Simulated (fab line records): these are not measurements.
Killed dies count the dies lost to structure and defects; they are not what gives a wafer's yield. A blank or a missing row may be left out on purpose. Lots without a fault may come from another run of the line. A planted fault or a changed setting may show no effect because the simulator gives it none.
Split-lot trial -- flow gf180mcu -- 23 wafers read across 5 lots, on a route 602 steps long

THE SPLIT
At GF_HV_LDD_DEVELOP_30 (develop time 60 s), the setting devTempC was moved away from the recipe's 23 C on 11 of the 23 wafers read, by -13.7% to +11.5%. For the rest of the wafers, this setting stayed at what the recipe calls for.

Split to reading: the file shows no intervening step.

THE READING
Shown in nm: cdNm at GF_HV_LDD_CD_MEAS_31, with target cd 400 nm. Typical for fault-free wafers on this fab line: 399.1 nm, with standard deviation 2.1 nm.

wafer,"tool, chamber at the split","devTempC as run, C",against the recipe,"cdNm, nm",against lot-mates on the recipe
L074.1,"lithoTrack-02, 0",23,recipe,402.8,-
L074.2,"lithoTrack-02, 0",19.86,-13.7%,413.4,+9.8
L074.3,"lithoTrack-02, 0",23,recipe,404.3,-
L074.4,"lithoTrack-02, 0",19.86,-13.7%,413.3,+9.8
L074.5,"lithoTrack-02, 0",19.86,-13.7%,412.7,+9.1
L075.2,"lithoTrack-02, 0",21.96,-4.5%,400.9,+2.1
L075.3,"lithoTrack-02, 0",21.96,-4.5%,401.6,+2.9
L075.4,"lithoTrack-02, 0",21.96,-4.5%,402.1,+3.4
L075.5,"lithoTrack-02, 0",23,recipe,399.1,-
L075.6,"lithoTrack-02, 0",23,recipe,398.4,-
L082.1,"lithoTrack-03, 0",23,recipe,398.9,-
L082.2,"lithoTrack-03, 0",21.93,-4.7%,404.4,+5.4
L082.3,"lithoTrack-03, 0",21.93,-4.7%,402.1,+3.1
L082.4,"lithoTrack-03, 0",23,recipe,399.2,-
L082.5,"lithoTrack-03, 0",21.93,-4.7%,403.6,+4.6
L084.1,"lithoTrack-03, 0",23,recipe,398.2,-
L084.2,"lithoTrack-03, 0",23,recipe,398.5,-
L084.4,"lithoTrack-03, 0",23,recipe,398.3,-
L084.5,"lithoTrack-03, 0",25.65,+11.5%,389.1,-9.2
L084.6,"lithoTrack-03, 0",25.65,+11.5%,388.5,-9.8
L085.1,"lithoTrack-02, 0",23,recipe,396.5,-
L085.3,"lithoTrack-02, 0",23,recipe,397.0,-
L085.5,"lithoTrack-02, 0",23,recipe,397.6,-

FIT RESULTS
A straight line over all 23 wafers: cdNm changes by -0.956 nm for each +1% of devTempC; r = -0.96; the points scatter about the line by 1.9 nm.
The same after taking each lot's own level away (the mean of its wafers on the recipe; 23 wafers): -0.754 nm for each +1%; r = -0.99; scatter 0.74 nm.
Per that fit: largest devTempC move, reading shift of 10 nm.
Measured against the standard deviation above, the lots' own levels, which go from 397.03 to 403.55 nm, span 3.1 times it.
So the slope is not independent of the lot-to-lot level: the two fits are not the same.
Check: +10.2 nm against its lot-mates is what the line predicts for one of the wafers moved furthest among these (-13.7%) when that wafer is left out of the fit. It came out at +9.85 nm against them.

ADDITIONAL SPLITS CARRIED BY THESE WAFERS
Note: prior to the reading, these wafers also went through further splits. Each is held against what the fit with the lots' levels taken away leaves over:
other split on the same wafers,wafers away from the commonest value,r with cdNm (lot level and that fit taken away)
GF_POLY_GATE_PEB_08 pebTempC,8,+0.13
GF_POLY_GATE_ETCH_12 ionEnergyEv,8,-0.58

THE FILE'S OWN FIT
cdNm changes by -0.758 nm for each +1% of devTempC, r = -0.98.
